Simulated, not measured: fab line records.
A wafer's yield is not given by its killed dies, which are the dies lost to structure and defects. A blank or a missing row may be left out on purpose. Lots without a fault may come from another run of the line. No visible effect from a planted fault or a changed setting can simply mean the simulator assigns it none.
The tool behind it: which one? || flow sky130 || at 1 step of a route of 708, 6 lots with 18 wafers sampled

WHAT THE GAUGES SHOWED, per wafer
SKY_SONOS_ONO_OVL_MEAS_14.
{"lot": "L861", "measured": "day 13 05:59", "on": "overlay-02", "SONOS_ONO_OVL (nm)": "-0.5 0.0 -0.5"}
{"lot": "L865", "measured": "day 14 14:21", "on": "overlay-02", "SONOS_ONO_OVL (nm)": "-1.9 -2.2 -0.4"}
{"lot": "L867", "measured": "day 15 02:35", "on": "overlay-01", "SONOS_ONO_OVL (nm)": "-2.2 -4.1 -4.1"}
{"lot": "L870", "measured": "day 16 12:46", "on": "overlay-01", "SONOS_ONO_OVL (nm)": "0.5 1.9 0.6"}
{"lot": "L872", "measured": "day 17 19:16", "on": "overlay-02", "SONOS_ONO_OVL (nm)": "-1.2 -1.3 -2.3"}
{"lot": "L876", "measured": "day 18 09:52", "on": "overlay-01", "SONOS_ONO_OVL (nm)": "-3.2 -1.8 -3.4"}

WHAT TOOL EACH LOT RAN ON (gives the tool, then ch and the chambers of the sampled wafers, and finally the start)
No process step before these readings appears in the record.

THE ANSWER, worked out from the rows above alone
Rule: what is usual is taken from the lots themselves. The widest of any qualifying gaps counts: lots, ordered by their means at a reading, are off when they make up no more than a third of the lots, leave a main group of 4 or more, and stand apart from it by 3 or more times the standard deviation of that group's means. Not used: any main group whose means are identical at the precision the tables above print for the reading. A lot without any number at a reading at which 4 lots or more have one is off too. Any other lot the step has rows for is counted as sound.
No lot is off at any reading shown: from this, nothing can be told.

WHAT WAS PUT IN BY THE SIMULATOR
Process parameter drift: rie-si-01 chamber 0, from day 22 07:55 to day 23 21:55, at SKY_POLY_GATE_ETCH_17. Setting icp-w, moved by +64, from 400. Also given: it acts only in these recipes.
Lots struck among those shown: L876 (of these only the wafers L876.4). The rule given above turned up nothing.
